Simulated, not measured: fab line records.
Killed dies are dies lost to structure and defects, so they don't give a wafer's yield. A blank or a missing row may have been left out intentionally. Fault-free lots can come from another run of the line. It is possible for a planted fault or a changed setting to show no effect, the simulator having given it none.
A struck lot beside a sound one || flow sky130 || 22 steps out of a route of 708
Sound: wafers L649.3, L649.4, L649.5. Wafers L654.2, L654.3, L654.5 were the ones struck. The cause is given at the end.
Order at every step that has rows: each side's tool, ch and its chambers, its first start. Under that, the readings that differ: sound wafers || struck wafers || difference of the means || sigmas: that difference in standard deviations of wafers without a fault.
alike: a reading whose means differ by less than 2 such deviations, as well as words and numbers matching on both sides. not compared: withheld readings; readings where some wafer has no value; bounds like >300 that might hide an equal value; numbers whose values overlap and for which the record gives no deviation.
The two part at a step that has a row with sigmas, a row that says differs or no value, or rows on one side only. Numbers that have no deviation but don't overlap get no sigmas and don't part them. Lack of a reading on every wafer of one side parts them only where that side has two or more wafers.

first, 1 step without rows for these wafers: SKY_CAPM_DEVELOP_11 (develop time 60 s).
SKY_CAPM_OVL_MEAS_12:
  sound: overlay-02 at day 37 22:14; struck: overlay-02 at day 39 17:03
  alike: CAPM_OVL
SKY_CAPM_METAL_ETCH_13: etches TiN in Cl2/BCl3, stops on SiO2, target depth 220 nm, time 62.9 s.
  sound on rie-metal-02 ch 0,1, day 37 22:17; struck on rie-metal-04 ch 0, day 39 17:06
  alike: bias-w, drypump-motor-current-A, oes-product-au, throttle-valve-pct
  not compared: rf-hours-counter-h
SKY_CAPM_STRIP_14: strips in O2/N2.
  sound on plasma-asher-01 ch 0,1, day 37 22:23; struck on plasma-asher-04 ch 0, day 39 17:14
  alike: drypump-motor-current-A, oes-product-au, strip-time-to-endpoint-s
  not compared: rf-hours-counter-h
then, 8 steps without rows for these wafers: SKY_CAPM_STRIP_15 (strips in post etch residue remover, time 1200 s); SKY_CAPM_CLEAN_16 (cleans in IPA, time 180 s); SKY_CAPM_CLEAN_17 (cleans in O3/DIW); SKY_METAL3_DEHYDRATE_05 (time 60 s); SKY_METAL3_HMDS_06 (prime time 60 s); SKY_METAL3_COAT_07 (resist thk 60 nm); SKY_METAL3_COAT_08 (resist thk 1140 nm); SKY_METAL3_SOFTBAKE_09 (time 90 s).
SKY_METAL3_EXPOSE_10: exposes mask MM3, target cd 300 nm.
  sound on krf-scanner-02 ch 0, day 38 12:11; struck on krf-scanner-02 ch 0, day 40 05:36
{"reading": "exposure-dose-mJ-cm2", "sound": "27.99 28.03 28.03", "struck": "27.42 27.41 27.39", "difference": -0.61, "sigmas": -18}
  alike: mask, focus-offset-nm, reticle-temp-C
then, 2 steps without rows for these wafers: SKY_METAL3_PEB_11; SKY_METAL3_DEVELOP_12 (develop time 60 s).
SKY_METAL3_CD_MEAS_13: target cd 300 nm.
  sound: cd-sem-02 at day 39 00:28; struck: cd-sem-02 at day 40 18:02
  alike: cd-nm
SKY_METAL3_OVL_MEAS_14:
  sound: overlay-02 at day 39 00:34; struck: overlay-02 at day 40 18:09
  alike: METAL3_OVL
SKY_METAL3_DESCUM_15: chemistry O2, time 8 s.
  sound on rie-metal-02 ch 0,1, day 39 00:36; struck on rie-metal-03 ch 0,1, day 40 18:11
{"reading": "model.METAL3.cd-nm (nm)", "sound": "300.3 300.4 299.4", "struck": "302.2 301.7 303.8", "difference": "+2.5", "sigmas": ""}
  alike: drypump-motor-current-A, oes-product-au
  not compared: rf-hours-counter-h
SKY_METAL3_ETCH_16: etches BARC in N2/H2, stops on SiO2, time 88.2 s, target depth 60 nm.
  sound on rie-metal-02 ch 0,1, day 39 00:39; struck on rie-metal-03 ch 0,1, day 40 18:13
  alike: bias-w, drypump-motor-current-A, oes-product-au, throttle-valve-pct
  not compared: rf-hours-counter-h
SKY_METAL3_ETCH_17: etches SiO2 in C4F8/O2/Ar, stops on TiN, time 3.9 s, target depth 15 nm.
  sound on rie-diel-01 ch 0,2, day 39 00:43; struck on rie-diel-03 ch 0,1,2, day 40 18:19
{"reading": "model.METAL3.cd-nm (nm)", "sound": "300 300 300", "struck": "303.6 301.6 305", "difference": "+3.4", "sigmas": ""}
  alike: bias-w, oes-product-au
  not compared: rf-hours-counter-h
SKY_METAL3_METAL_ETCH_18: etches the open film in Cl2/BCl3, stops on SiO2, target depth 845 nm, time 183.1 s.
  sound on rie-metal-03 ch 0,1, day 39 00:48; struck on rie-metal-02 ch 1, day 40 18:20
  alike: bias-w, drypump-motor-current-A, oes-product-au, throttle-valve-pct
  not compared: rf-hours-counter-h
-- the record jumps here: 7 days lie between the struck wafers' starts before and after (it left off in module METAL3 and takes up again in module PAD_OPEN, whose first step shown is number 708 of the route) --
SKY_PAD_OPEN_PROBE_99:
  record: rows for the struck wafers here (prober-02, day 47 13:25), none for the sound ones

## WHERE THEY PART
First at SKY_METAL3_EXPOSE_10; last, within this record, at SKY_PAD_OPEN_PROBE_99.

WHY: the cause the simulator had injected
Drift in process parameters on krf-scanner-02 at SKY_METAL3_EXPOSE_10, starting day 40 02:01. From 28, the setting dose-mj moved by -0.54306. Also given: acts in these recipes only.
